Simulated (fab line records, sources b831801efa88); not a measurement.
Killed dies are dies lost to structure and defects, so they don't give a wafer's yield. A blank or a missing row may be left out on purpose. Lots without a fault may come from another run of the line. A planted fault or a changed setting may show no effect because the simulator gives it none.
A struck lot beside a sound one | flow gf180mcu | 20 steps out of a route of 602
Sound: wafers L340.2, L340.3, L340.5. Struck: wafer L329.2. (L329.3 of the same lot was not struck and is left out.) The cause comes at the end.
At each step with rows: each side's tool, then ch and its chambers, then its first start. Under that, the readings that differ: sound wafers | struck wafers | difference of the means | sigmas: that difference in standard deviations of wafers without a fault.
alike: readings whose means differ by less than 2 such deviations, and words and numbers that are the same on both sides. not compared: withheld readings, readings that some wafer has no value for, bounds like >300 that may hide the same value, and numbers for which the record gives no deviation and whose values overlap.
The two part at a step that has a row with sigmas, a row that says differs or no value, or rows on one side only. Numbers that don't overlap but have no deviation are shown without sigmas and don't part them. A reading that every wafer of one side lacks parts them only if that side has two wafers or more.

first, 1 step without rows for these wafers: GF_LVPWELL_DEVELOP_06 (develop time 60 s).
GF_LVPWELL_OVL_MEAS_07:
  sound on overlay-02, day 8 02:44; struck on overlay-01, day 5 10:14
  alike: LVPWELL_OVL
then, 2 steps without rows for these wafers: GF_LVPWELL_IMPLANT_08; GF_LVPWELL_IMPLANT_09.
GF_LVPWELL_STRIP_10: strips in O2/N2.
  sound on plasma_asher-03 ch 0,1, day 8 03:04; struck on plasma_asher-03 ch 0, day 5 10:34
  alike: drypump_motor_current_A, heater_power_w, oes_product_au, platen_temp_c, strip_time_to_endpoint_s
  not compared: rf_hours_counter_h
GF_LVPWELL_TW_MEAS_11:
  sound on film_metro-03, day 8 03:11; struck on film_metro-01, day 5 10:40
  alike: LVPWELL_TW
then, 6 steps without rows for these wafers: GF_MVSD_DEHYDRATE_00 (time 60 s); GF_MVSD_HMDS_01 (prime time 60 s); GF_MVSD_COAT_02 (resist thk 3000 nm); GF_MVSD_SOFTBAKE_03; GF_MVSD_EXPOSE_04 (exposes mask MVSD, target cd 1000 nm); GF_MVSD_PEB_05.
GF_MVSD_DEVELOP_06: develop time 60 s.
  sound on litho_track-02 ch 0, day 8 19:00; struck on litho_track-03 ch 0, day 6 00:00
  alike: chill_plate_temp_C, exhaust_pa
GF_MVSD_OVL_MEAS_07:
  sound on overlay-01, day 8 19:53; struck on overlay-01, day 6 01:07
  not compared: MVSD_OVL
then, 2 steps without rows for these wafers: GF_MVSD_IMPLANT_08; GF_MVSD_IMPLANT_09.
GF_MVSD_STRIP_10: strips in O2/N2.
  sound on plasma_asher-04 ch 0, day 8 20:13; struck on plasma_asher-02 ch 0, day 6 01:27
  reading                     | sound       | struck | difference | sigmas
  drypump_motor_current_A (A) | 5.9 5.9 5.9 | 4.8    | -1.1       | -2
  heater_power_w (W)          | 282 287 289 | 449    | +163       | +3
  alike: oes_product_au, platen_temp_c, strip_time_to_endpoint_s
  not compared: rf_hours_counter_h
GF_MVSD_TW_MEAS_11:
  sound on film_metro-04, day 8 20:19; struck on film_metro-03, day 6 01:34
  reading | sound          | struck | difference | sigmas
  MVSD_TW | 1581 1580 1571 | 30     | -1547      | -99 or more
then, 1 step without rows for these wafers: GF_MVPSD_DEHYDRATE_00 (time 60 s).
-- the record jumps here: 25 days lie between the struck wafers' starts before and after (it left off in module MVPSD and takes up again in module PASSIVATION, whose first step shown is number 602 of the route) --
GF_PASSIVATION_PROBE_99:
  the record has rows for the struck wafers here (prober-02, day 31 04:11) and none for the sound ones

WHERE THEY PART
First at GF_MVSD_STRIP_10; last, within this record, at GF_PASSIVATION_PROBE_99.

WHY: what the simulator had put in
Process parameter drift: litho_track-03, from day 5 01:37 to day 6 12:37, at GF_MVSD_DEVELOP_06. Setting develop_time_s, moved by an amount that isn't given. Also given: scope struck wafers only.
